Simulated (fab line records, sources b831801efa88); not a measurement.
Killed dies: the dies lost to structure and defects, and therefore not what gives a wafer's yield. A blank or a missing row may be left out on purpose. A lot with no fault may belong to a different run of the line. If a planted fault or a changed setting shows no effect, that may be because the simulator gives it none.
fab line records	flow gf180mcu
[record] lots = 7	wafers = 18	last-day = 34
route steps=602 shown V3@446 M4@456 PASSIVATION@602
lots that met no fault: from a run of the same line without faults
start-h: hours from the record's first day to the start of the lot's first wafer shown	wait-h: hours since the lot's step before	" the same as in the row above	L1.1+2: several wafers, shown together as one row	- no value present, or no start provided	* or withheld: withheld	< > ~ a bound
route shown NAME@n: NAME is a module with steps in the file, n the number in the route of the first one	usual: average and standard deviation across the fault-free wafers	same: alike in all rows	chamber/n: place in a boat	sites: the reading at each site	_std_site: standard deviation across them	_edge_site: the outer-site mean with the inner-site mean subtracted	radius-mm: for every site, how far away it sits from the centre of the wafer	mask NAME#n: copy n	behind: the most recent tool/chamber to have shaped the wafer	hold: what put the lot on hold/how long, in hours/how the hold closed	device: transistor that didn't switch, given as n, p or np	end of line: tests run on the same wafers once the route is complete	a step given without rows: its recipe and nothing more	killed: dies lost to structure and defects at the first sort, not the wafer's yield	map: per-die view of a wafer (x killed, . not killed, _ where there is no die)
set.NAME: the setting that was run; set.NAME@STEP: the one run at that earlier step	model.NAME: the simulator's own value behind a step, which no gauge read
a table for each step, a row for each wafer; lots at some steps of the route
services: the hour from which a tool's chamber was out of use, counted from the record's first day as start-h (under 0 if before that day), plus the number of hours and why
[[steps]]
[step GF_V3_ETCH_17]
[recipe] chemistry = C4F8/O2/Ar	mask-material = KrF	target = SiO2	stop-on = TiN	source-w = 1500	bias-w = 1200	pressure-mtorr = 40	c4f8-flow-sccm = withheld	O2_flow_sccm = 6	Ar_flow_sccm = 300	time-s = withheld	target-depth-a = 6350
[step GF_V3_STRIP_18]
[recipe] chemistry = O2/N2	power-w = 1400	pressure-mtorr = 1500	platen-temp-c = 250	o2-flow-sccm = 3000	n2-flow-sccm = 300	overash-fraction = 0.5
[step GF_V3_STRIP_19]
[recipe] chemistry = post-etch-residue-remover	time-s = 1200	temp-c = 72.5
[step GF_V3_CLEAN_20]
[recipe] chemistry = DIW	dry = n2-spin
[step GF_V3_SPUTTER_21]
[recipe] material = Ti	target-thk-nm = 15	chamber-pressure-pa = 5	power-w = 2500	substrate-temp-c = 200	time-s = 80.02
[step GF_V3_SPUTTER_22]
[recipe] material = TiN	target-thk-nm = 10	chamber-pressure-pa = 5	power-w = 4000	time-s = 40
[usual] throttle-valve-pct = 30.1/0.9
lot.wafer	tool	chamber	start-h	wait-h	throttle-valve-pct
L617.3	pvd-sputter-02	-	514.36	0.0	30.3
L617.4	"	-	"	"	31.4
L617.6	"	-	"	"	31.4
L624.1	pvd-sputter-03	-	583.60	0.0	29.7
L624.2	"	-	"	"	29.9
L624.6	"	-	"	"	29.9
L631.2	pvd-sputter-04	-	626.46	0.0	30.3
L631.4	"	-	"	"	29.4
L633.2	pvd-sputter-02	-	640.07	0.0	31.6
L633.4	"	-	"	"	30.0
L634.2	pvd-sputter-04	-	650.78	0.0	29.9
L634.6	"	-	"	"	30.9
L637.4	pvd-sputter-03	-	679.16	0.0	31.5
L637.5	"	-	"	"	30.0
L637.6	"	-	"	"	29.4
L638.1	pvd-sputter-03	-	682.58	0.0	31.3
L638.2	"	-	"	"	30.2
L638.3	"	-	"	"	29.4
[step GF_V3_CVD_23]
[recipe] material = W	target-thk-nm = 350	time-s = 104.9	temp-c = 400	pressure-torr = 40
[step GF_V3_RS_MEAS_24]
[recipe] thk-meas-gauge = four-point-probe	reads = W_of_V3_CVD_23+TiN_of_V3_SPUTTER_22+Ti_of_V3_SPUTTER_21
[usual] V3_W_RS = 0.322/0.0047
lot.wafer	tool	chamber	start-h	wait-h	V3_W_RS[ohm/sq]
L617.3	film-metro-02	-	514.55	0.1	0.326
L617.4	"	-	"	"	0.327
L617.6	"	-	"	"	0.322
L624.1	film-metro-02	-	583.75	0.1	0.317
L624.2	"	-	"	"	0.316
L624.6	"	-	"	"	0.318
L631.2	film-metro-04	-	626.63	0.1	0.326
L631.4	"	-	"	"	0.323
L633.2	film-metro-03	-	640.24	0.1	0.323
L633.4	"	-	"	"	0.315
L634.2	film-metro-02	-	650.96	0.1	0.321
L634.6	"	-	"	"	0.314
L637.4	film-metro-04	-	679.38	0.1	0.325
L637.5	"	-	"	"	0.327
L637.6	"	-	"	"	0.324
L638.1	film-metro-03	-	682.74	0.1	0.318
L638.2	"	-	"	"	0.325
L638.3	"	-	"	"	0.320
[step GF_V3_THK_MEAS_25]
[recipe] thk-meas-gauge = xrf	reads = W_of_V3_CVD_23
[usual] V3_W_THK = 346/5.1
lot.wafer	tool	chamber	start-h	wait-h	V3_W_THK[nm]
L617.3	film-metro-02	-	514.65	0.1	337
L617.4	"	-	"	"	339
L617.6	"	-	"	"	340
L624.1	film-metro-02	-	583.87	0.1	350
L624.2	"	-	"	"	352
L624.6	"	-	"	"	348
L631.2	film-metro-04	-	626.74	0.1	342
L631.4	"	-	"	"	345
L633.2	film-metro-03	-	640.35	0.1	345
L633.4	"	-	"	"	355
L634.2	film-metro-02	-	651.07	0.1	349
L634.6	"	-	"	"	359
L637.4	film-metro-04	-	679.47	0.1	347
L637.5	"	-	"	"	341
L637.6	"	-	"	"	347
L638.1	film-metro-03	-	682.86	0.1	349
L638.2	"	-	"	"	342
L638.3	"	-	"	"	348
[step GF_V3_CMP_26]
[recipe] stop-on = SiO2	down-force-psi = 3.5	platen-rpm = 60	t-overpolish-s = 15	target-thk-nm = 0	pad-velocity-m-s = 0.94248
[usual] motor-current-A = 11.4/0.81	overpolish-run-s = 14.999/0.01	time-to-endpoint-s = 86/3.5
[same] t-overpolish-s = 15
lot.wafer	tool	chamber	start-h	wait-h	motor-current-A	overpolish-run-s	time-to-endpoint-s
L617.4	cmp-01	3	514.69	0.0	11.4	15.001	84
L617.3	"	2	"	"	12.1	15.014	83
L617.6	"	3	"	"	11.7	14.981	84
L624.1	cmp-02	1	583.98	0.1	11.7	15.025	91
L624.2	"	2	"	"	11.2	14.995	94
L624.6	"	1	"	"	12.1	14.986	88
L631.4	cmp-01	2	626.89	0.1	12.1	15.001	91
L631.2	"	3	"	"	11.2	14.997	88
L633.4	cmp-02	1	640.40	0.0	11.8	15.007	90
L633.2	"	0	"	"	11.6	14.996	92
L634.2	cmp-02	3	651.27	0.2	12.2	14.991	89
L634.6	"	0	"	"	11.0	14.993	89
L637.4	cmp-01	0	679.65	0.2	11.4	14.987	86
L637.6	"	1	"	"	9.5	15.000	83
L637.5	"	2	"	"	12.3	15.003	88
L638.1	cmp-01	3	684.42	1.6	10.6	15.005	89
L638.2	"	0	"	"	11.3	15.013	87
L638.3	"	2	"	"	11.8	14.995	91
[step GF_M4_SPUTTER_00]
[recipe] material = Ti	target-thk-nm = 37.5	arriving-ion-energy-ev = 80	substrate-temp-c = 200	chamber-pressure-pa = 2	power-w = 4000	time-s = 150
[step GF_M4_SPUTTER_01]
[recipe] material = TiN	target-thk-nm = 30	power-w = 6500	time-s = 25	chamber-pressure-pa = 0.4
[step GF_M4_SPUTTER_02]
[recipe] material = AlCu	target-thk-nm = 450	power-w = 10600	time-s = 23.9	chamber-pressure-pa = 0.4
[usual] throttle-valve-pct = 29.8/1
lot.wafer	tool	chamber	start-h	wait-h	throttle-valve-pct	model.AlCu_of_M4_SPUTTER_02.thk-nm
L617.3	pvd-sputter-01	-	515.12	0.0	27.6	444.5
L617.4	"	-	"	"	30.1	444.7
L617.6	"	-	"	"	28.7	441.4
L624.1	pvd-sputter-03	-	584.36	0.0	30.1	446.6
L624.2	"	-	"	"	29.6	445.1
L624.6	"	-	"	"	30.4	445.1
L631.2	pvd-sputter-03	-	627.22	0.0	31.3	368.1
L631.4	"	-	"	"	28.3	455.1
L633.2	pvd-sputter-03	-	640.84	0.0	28.8	359.5
L633.4	"	-	"	"	29.9	443
L634.2	pvd-sputter-03	-	651.55	0.0	30.3	363
L634.6	"	-	"	"	30.0	448.3
L637.4	pvd-sputter-04	-	679.93	0.0	30.8	441.4
L637.5	"	-	"	"	29.8	454.2
L637.6	"	-	"	"	30.8	445.2
L638.1	pvd-sputter-04	-	684.85	0.0	30.7	441.4
L638.2	"	-	"	"	29.9	450.7
L638.3	"	-	"	"	30.7	451.8
[step GF_M4_SPUTTER_03]
[recipe] material = Ti	target-thk-nm = 10	substrate-temp-c = 300	chamber-pressure-pa = 0.3	power-w = 3000	time-s = 6.7
[usual] throttle-valve-pct = 29.8/0.99
lot.wafer	tool	chamber	start-h	wait-h	throttle-valve-pct
L617.3	pvd-sputter-01	-	515.15	0.0	27.8
L617.4	"	-	"	"	30.6
L617.6	"	-	"	"	28.9
L624.1	pvd-sputter-03	-	584.39	0.0	30.0
L624.2	"	-	"	"	29.5
L624.6	"	-	"	"	30.0
L631.2	pvd-sputter-03	-	627.25	0.0	31.2
L631.4	"	-	"	"	28.3
L633.2	pvd-sputter-03	-	640.86	0.0	28.0
L633.4	"	-	"	"	30.1
L634.2	pvd-sputter-03	-	651.58	0.0	29.8
L634.6	"	-	"	"	30.0
L637.4	pvd-sputter-04	-	679.96	0.0	30.8
L637.5	"	-	"	"	30.1
L637.6	"	-	"	"	30.4
L638.1	pvd-sputter-04	-	684.88	0.0	30.7
L638.2	"	-	"	"	29.9
L638.3	"	-	"	"	30.8
[step GF_M4_SPUTTER_04]
[recipe] material = TiN	target-thk-nm = 50	power-w = 6500	time-s = 41.7	chamber-pressure-pa = 0.4
[usual] throttle-valve-pct = 29.8/1
lot.wafer	tool	chamber	start-h	wait-h	throttle-valve-pct
L617.3	pvd-sputter-01	-	515.17	0.0	27.7
L617.4	"	-	"	"	30.3
L617.6	"	-	"	"	28.6
L624.1	pvd-sputter-03	-	584.41	0.0	29.9
L624.2	"	-	"	"	29.6
L624.6	"	-	"	"	30.1
L631.2	pvd-sputter-03	-	627.27	0.0	31.5
L631.4	"	-	"	"	28.4
L633.2	pvd-sputter-03	-	640.89	0.0	28.0
L633.4	"	-	"	"	30.1
L634.2	pvd-sputter-03	-	651.60	0.0	29.8
L634.6	"	-	"	"	29.9
L637.4	pvd-sputter-04	-	679.98	0.0	30.5
L637.5	"	-	"	"	30.0
L637.6	"	-	"	"	30.5
L638.1	pvd-sputter-04	-	684.90	0.0	30.7
L638.2	"	-	"	"	30.0
L638.3	"	-	"	"	30.8
[step GF_M4_RS_MEAS_05]
[recipe] thk-meas-gauge = four-point-probe	reads = TiN_of_M4_SPUTTER_04+Ti_of_M4_SPUTTER_03+AlCu_of_M4_SPUTTER_02+TiN_of_M4_SPUTTER_01+Ti_of_M4_SPUTTER_00
[usual] M4_ALCU_RS = 0.0696/0.00093
lot.wafer	tool	chamber	start-h	wait-h	M4_ALCU_RS[ohm/sq]
L617.3	film-metro-03	-	515.25	0.1	0.0705
L617.4	"	-	"	"	0.0704
L617.6	"	-	"	"	0.0710
L624.1	film-metro-01	-	584.45	0.0	0.0700
L624.2	"	-	"	"	0.0703
L624.6	"	-	"	"	0.0701
L631.2	film-metro-03	-	627.33	0.0	0.0851
L631.4	"	-	"	"	0.0688
L633.2	film-metro-03	-	640.95	0.0	0.0872
L633.4	"	-	"	"	0.0707
L634.2	film-metro-03	-	651.66	0.0	0.0864
L634.6	"	-	"	"	0.0696
L637.4	film-metro-03	-	680.08	0.1	0.0710
L637.5	"	-	"	"	0.0689
L637.6	"	-	"	"	0.0703
L638.1	film-metro-03	-	684.94	0.0	0.0708
L638.2	"	-	"	"	0.0695
L638.3	"	-	"	"	0.0693
[step GF_M4_THK_MEAS_06]
[recipe] thk-meas-gauge = xrf	reads = AlCu_of_M4_SPUTTER_02
[usual] M4_ALCU_THK = 451/7.5
lot.wafer	tool	chamber	start-h	wait-h	M4_ALCU_THK[nm]
L617.3	film-metro-03	-	515.35	0.1	446
L617.4	"	-	"	"	448
L617.6	"	-	"	"	441
L624.1	film-metro-01	-	584.57	0.1	453
L624.2	"	-	"	"	449
L624.6	"	-	"	"	448
L631.2	film-metro-03	-	627.44	0.1	365
L631.4	"	-	"	"	454
L633.2	film-metro-03	-	641.06	0.1	358
L633.4	"	-	"	"	444
L634.2	film-metro-03	-	651.77	0.1	361
L634.6	"	-	"	"	448
L637.4	film-metro-03	-	680.17	0.1	439
L637.5	"	-	"	"	452
L637.6	"	-	"	"	442
L638.1	film-metro-03	-	685.06	0.1	439
L638.2	"	-	"	"	448
L638.3	"	-	"	"	450
[step GF_M4_DEHYDRATE_07]
[recipe] temp-c = 200	time-s = 60
[step GF_M4_HMDS_08]
[recipe] prime-time-s = 60	prime-temp-c = 120
[step GF_M4_COAT_09]
[recipe] resist = KrF	spin-rpm = withheld	resist-thk-nm = 1000
[step GF_M4_SOFTBAKE_10]
[recipe] temp-c = 130	time-s = 60	resist = KrF
[step GF_M4_EXPOSE_11]
[recipe] mask-id = Metal4	target-cd-nm = 280	na = 0.68	source-shape = conventional	sigma-outer = 0.6	dose-mj = 28
[step GF_M4_PEB_12]
[recipe] peb-temp-c = 135	peb-time-s = 90	resist = KrF
[step GF_M4_DEVELOP_13]
[recipe] develop-time-s = 60	dev-temp-c = 21
[step GF_M4_CD_MEAS_14]
[recipe] target-cd-nm = 280
[usual] cd-nm = 279.9/1.3
lot.wafer	tool	chamber	start-h	wait-h	cd-nm
L617.3	cd-sem-01	-	537.75	0.1	281.4
L617.4	"	-	"	"	281.6
L617.6	"	-	"	"	280.8
L624.1	cd-sem-02	-	605.11	0.1	278.5
L624.2	"	-	"	"	279.1
L624.6	"	-	"	"	280.6
L631.2	cd-sem-02	-	648.03	0.1	277.5
L631.4	"	-	"	"	279.2
L633.2	cd-sem-01	-	659.87	0.1	279.6
L633.4	"	-	"	"	280.6
L634.2	cd-sem-02	-	678.97	0.1	278.0
L634.6	"	-	"	"	278.1
L637.4	cd-sem-01	-	698.57	0.1	280.8
L637.5	"	-	"	"	280.5
L637.6	"	-	"	"	280.7
L638.1	cd-sem-01	-	702.77	0.3	281.1
L638.2	"	-	"	"	279.3
L638.3	"	-	"	"	281.6
[step GF_M4_OVL_MEAS_15]
[usual] M4_OVL = 3/5.7
lot.wafer	tool	chamber	start-h	wait-h	M4_OVL[nm]
L617.3	overlay-01	-	537.84	0.1	6
L617.4	"	-	"	"	6
L617.6	"	-	"	"	10
L624.1	overlay-02	-	605.23	0.1	-5
L624.2	"	-	"	"	-9
L624.6	"	-	"	"	-7
L631.2	overlay-01	-	648.13	0.1	8
L631.4	"	-	"	"	-2
L633.2	overlay-02	-	659.98	0.1	5
L633.4	"	-	"	"	2
L634.2	overlay-01	-	679.08	0.1	7
L634.6	"	-	"	"	12
L637.4	overlay-02	-	698.64	0.1	-1
L637.5	"	-	"	"	7
L637.6	"	-	"	"	-3
L638.1	overlay-02	-	702.89	0.1	-3
L638.2	"	-	"	"	-1
L638.3	"	-	"	"	-8
[step GF_M4_METAL_ETCH_16]
[recipe] chemistry = Cl2/BCl3	mask-material = KrF	target-depth-nm = 627.5	stop-on = SiO2	pressure-mtorr = 8	icp-w = 800	bias-w = 140	Cl2_flow_sccm = 80	bcl3-flow-sccm = 40	time-s = 104.6
[usual] drypump-motor-current-A = 5.7/0.57	he-backside-leak-sccm = 3.4/0.32	oes-product-au = 0.971/0.0073	throttle-valve-pct = 28.250/0.011
lot.wafer	tool	chamber	start-h	wait-h	drypump-motor-current-A	he-backside-leak-sccm	oes-product-au	rf-hours-counter-h	throttle-valve-pct
L617.3	rie-metal-03	0	537.90	0.1	5.3	3.4	0.968	-	28.238
L617.4	"	1	"	"	6.5	3.4	0.970	-	28.262
L617.6	"	1	"	"	6.5	3.3	0.961	-	28.250
L624.1	rie-metal-04	0	605.26	0.0	5.4	3.4	0.967	14	28.240
L624.2	"	1	"	"	5.6	3.3	0.969	5	28.253
L624.6	"	0	"	"	5.4	3.5	0.966	-	28.244
L631.2	rie-metal-04	0	648.16	0.0	5.4	3.4	0.897	1	28.338
L631.4	"	0	"	"	5.4	3.5	0.968	-	28.261
L633.2	rie-metal-04	1	660.01	0.0	5.5	3.4	0.876	7	28.335
L633.4	"	1	"	"	5.5	3.3	0.961	-	28.254
L634.2	rie-metal-01	1	679.11	0.0	6.0	3.0	0.891	3	28.341
L634.6	"	0	"	"	4.9	3.5	0.964	-	28.248
L637.4	rie-metal-01	0	698.71	0.1	4.9	3.6	0.964	-	28.278
L637.5	"	1	"	"	6.0	3.0	0.981	-	28.245
L637.6	"	0	"	"	4.8	3.5	0.960	-	28.260
L638.1	rie-metal-03	1	702.93	0.0	6.5	3.2	0.959	12	28.266
L638.2	"	0	"	"	5.3	3.6	0.974	7	28.244
L638.3	"	0	"	"	5.3	3.7	0.969	-	28.248
[step GF_M4_STRIP_17]
[recipe] chemistry = O2/N2	power-w = 1400	pressure-mtorr = 1500	platen-temp-c = 250	o2-flow-sccm = 3000	n2-flow-sccm = 300	overash-fraction = 0.5
[usual] drypump-motor-current-A = 5.57/0.28	heater-power-w = 356/26	oes-product-au = 0.557/0.0047	strip-time-to-endpoint-s = 7.85/0.045
lot.wafer	tool	chamber	start-h	wait-h	drypump-motor-current-A	heater-power-w	oes-product-au	rf-hours-counter-h	strip-time-to-endpoint-s
L617.3	plasma-asher-02	0	538.01	0.1	5.59	365	0.552	-	7.89
L617.4	"	1	"	"	5.02	316	0.555	-	7.86
L617.6	"	0	"	"	5.59	354	0.557	-	7.85
L624.1	plasma-asher-02	0	605.37	0.1	5.59	352	0.560	51	7.91
L624.2	"	1	"	"	5.02	309	0.571	51	7.89
L624.6	"	0	"	"	5.60	363	0.563	-	7.94
L631.2	plasma-asher-02	0	648.31	0.1	5.58	351	0.558	55	7.90
L631.4	"	1	"	"	5.04	313	0.566	-	7.91
L633.2	plasma-asher-02	0	660.12	0.1	5.60	354	0.568	56	7.88
L633.4	"	1	"	"	5.02	318	0.566	-	7.86
L634.2	plasma-asher-01	1	679.22	0.1	5.52	373	0.562	112	7.79
L634.6	"	0	"	"	5.86	398	0.563	-	7.86
L637.4	plasma-asher-03	0	698.85	0.1	5.86	356	0.562	-	7.88
L637.5	"	1	"	"	5.25	333	0.554	-	7.80
L637.6	"	0	"	"	5.85	352	0.552	-	7.86
L638.1	plasma-asher-02	1	703.04	0.1	5.04	309	0.555	61	7.92
L638.2	"	0	"	"	5.58	357	0.558	61	7.90
L638.3	"	0	"	"	5.59	349	0.566	-	7.89
[step GF_PASSIVATION_PROBE_99]
lot.wafer	tool	chamber	start-h	wait-h	model.etest.met4.line-ohm-um	model.etest.met4.rs-ohm-sq
L617.3	prober-01	-	671.28	0.2	0.2557	0.07263
L617.4	prober-01	-	671.33	0.2	0.2605	0.07283
L617.6	prober-01	-	671.43	0.2	0.262	0.07342
L624.1	prober-01	-	729.98	0.1	0.2671	0.0726
L624.2	prober-01	-	730.03	0.1	0.2604	0.07159
L624.6	prober-01	-	730.23	0.2	0.2623	0.07218
L631.2	prober-01	-	764.48	0.1	0.3117	0.08814
L631.4	prober-01	-	764.58	0.2	0.2475	0.07099
L633.2	prober-01	-	774.49	0.1	0.3197	0.08988
L633.4	prober-01	-	774.59	0.2	0.2602	0.07357
L634.2	prober-02	-	790.84	0.1	0.3252	0.08977
L634.6	prober-02	-	791.04	0.2	0.264	0.07165
L637.4	prober-01	-	807.53	0.2	0.2612	0.07307
L637.5	prober-01	-	807.58	0.2	0.2409	0.07022
L637.6	prober-01	-	807.63	0.2	0.2622	0.07253
L638.1	prober-02	-	810.79	0.1	0.2579	0.07278
L638.2	prober-02	-	810.84	0.1	0.2607	0.07175
L638.3	prober-02	-	810.89	0.2	0.2527	0.07134
// killed by level:class
L617.3 V5:geometric-particle:open=6 STI:geometric-particle:short=5 CONTACT:geometric-particle:open=5 V4:geometric-particle:open=5 V1:geometric-particle:open=3 V2:geometric-particle:open=3 POLY_GATE:geometric-particle:short=2 M1:geometric-particle:short=2
L617.4 CONTACT:geometric-particle:open=6 V3:geometric-particle:open=6 V1:geometric-particle:short=4 V5:geometric-particle:open=4 V1:geometric-particle:open=3 V3:geometric-particle:short=3 V4:geometric-particle:short=3 V4:geometric-particle:open=3
L617.6 V5:geometric-particle:open=6 V4:geometric-particle:open=5 STI:geometric-particle:open=4 V3:geometric-particle:open=4 V2:geometric-particle:open=4 CONTACT:geometric-particle:short=3 CONTACT:geometric-particle:open=3 V3:geometric-particle:short=3
L624.1 STI:geometric-particle:open=6 V4:geometric-particle:open=6 V3:geometric-particle:open=4 POLY_GATE:geometric-particle:short=3 SAB:geometric-particle:open=3 CONTACT:geometric-particle:open=3 V2:geometric-particle:open=3 V5:geometric-particle:open=3
L624.2 CONTACT:geometric-particle:short=9 V4:geometric-particle:open=5 V1:geometric-particle:open=4 STI:geometric-particle:short=3 STI:geometric-particle:open=3 POLY_GATE:geometric-particle:open=3 CONTACT:geometric-particle:open=3 V4:geometric-particle:short=3
L624.6 CONTACT:geometric-particle:open=8 V2:geometric-particle:open=6 POLY_GATE:geometric-particle:short=3 V1:geometric-particle:open=3 V5:geometric-particle:short=3 V5:geometric-particle:open=3 STI:geometric-particle:short=2 V3:geometric-particle:open=2
L631.2 V4:geometric-particle:short=5 CONTACT:geometric-particle:open=4 STI:geometric-particle:short=3 V1:geometric-particle:open=3 STI:geometric-particle:open=2 CONTACT:geometric-particle:short=2 M1:geometric-particle:short=2 V1:geometric-particle:short=2
L631.4 CONTACT:geometric-particle:open=9 V1:geometric-particle:open=8 V3:geometric-particle:open=3 V2:geometric-particle:open=3 V5:geometric-particle:open=3 HV_LDD:geometric-particle:open=2 V1:geometric-particle:short=2 M2:geometric-particle:short=2
L637.4 CONTACT:geometric-particle:open=8 V5:geometric-particle:open=5 V4:geometric-particle:open=5 V1:geometric-particle:open=4 CONTACT:geometric-particle:short=4 M1:geometric-particle:short=4 V2:geometric-particle:open=3 M3:geometric-particle:short=3
L637.5 V2:geometric-particle:short=5 STI:geometric-particle:open=4 POLY_GATE:geometric-particle:short=3 CONTACT:geometric-particle:short=3 V1:geometric-particle:short=3 V4:geometric-particle:short=3 V5:geometric-particle:open=3 CONTACT:geometric-particle:open=2
L637.6 V4:geometric-particle:open=5 M1:geometric-particle:short=5 V1:geometric-particle:short=5 CONTACT:geometric-particle:open=4 V3:geometric-particle:open=4 V3:geometric-particle:short=4 V5:geometric-particle:short=4 STI:geometric-particle:open=3
L638.1 M1:geometric-particle:short=5 V1:geometric-particle:open=5 V1:geometric-particle:short=4 V5:geometric-particle:open=4 CONTACT:geometric-particle:short=3 V2:geometric-particle:open=3 V3:geometric-particle:short=3 V4:geometric-particle:short=3
L638.2 V4:geometric-particle:open=8 CONTACT:geometric-particle:open=6 M1:geometric-particle:short=4 V3:geometric-particle:open=4 M4:geometric-particle:short=4 V4:geometric-particle:short=4 V3:geometric-particle:short=3 V5:geometric-particle:open=3
L638.3 V5:geometric-particle:open=8 V2:geometric-particle:open=6 V4:geometric-particle:open=6 STI:geometric-particle:short=4 STI:geometric-particle:open=4 M1:geometric-particle:short=4 V1:geometric-particle:open=4 POLY_GATE:geometric-particle:short=3
[[services]]
tool	chamber	start-h	hours	kind
rie-metal-01	0	505.66	12.5	repair
cmp-02	-	522.22	7.6	pm
rie-metal-01	0	528.05	20.9	repair
pvd-sputter-01	-	528.28	6.5	repair
cmp-02	-	535.41	19.0	repair
pvd-sputter-04	-	544.21	2.5	repair
pvd-sputter-03	-	546.44	6.0	repair
cmp-02	-	550.18	1.1	repair
pvd-sputter-02	-	570.16	2.9	repair
cmp-01	-	572.00	4.0	pm
cmp-02	-	581.44	0.4	repair
cmp-01	-	584.83	5.0	pm
pvd-sputter-02	-	584.92	3.3	repair
cmp-01	-	591.09	1.4	repair
cmp-01	-	591.72	1.3	repair
rie-metal-04	-	599.17	2.8	pm
plasma-asher-02	-	607.08	4.0	repair
plasma-asher-02	-	634.77	12.7	repair
rie-metal-03	1	636.88	6.1	repair
pvd-sputter-01	-	638.24	4.0	repair
pvd-sputter-01	-	654.93	2.8	repair
cmp-02	-	667.54	19.2	pm
cmp-01	-	681.93	2.2	repair
rie-metal-04	-	692.72	14.6	pm
[[key]]
[first-sign] step = GF_M4_RS_MEAS_05	reading = M4_ALCU_RS	direction = up	sigmas = 18	usual = 0.0696	struck = 0.0862
[effect] step = GF_M4_THK_MEAS_06	reading = M4_ALCU_THK	direction = down	sigmas = 12	usual = 451	struck = 361
[effect] step = GF_M4_METAL_ETCH_16	reading = oes-product-au	direction = down	sigmas = 11	usual = 0.971	struck = 0.888
[model-effect] step = GF_M4_SPUTTER_02	value = AlCu_of_M4_SPUTTER_02.thk-nm	without = 450.3	struck = 363.5
[model-effect] step = GF_PASSIVATION_PROBE_99	value = etest.met4.line-ohm-um	without = 0.2549	struck = 0.3189
met-at GF_M4_SPUTTER_02
struck-wafers L631.2,L633.2,L634.2
sort-left-out L633.2,L634.2
onset-between 584.36 627.22
[fault] kind = process-parameter-drift	tool = pvd-sputter-03	chamber = -	onset-h = 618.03	steps = GF_M4_SPUTTER_02	channel = time-s	offset = *	shape = step	end-h = 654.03	scope = struck-wafers-only	acts-in = *	stated = *
// sort-left-out: the simulated sort isn't trusted on such a fault, so these wafers' sort isn't shown, and their yield isn't known
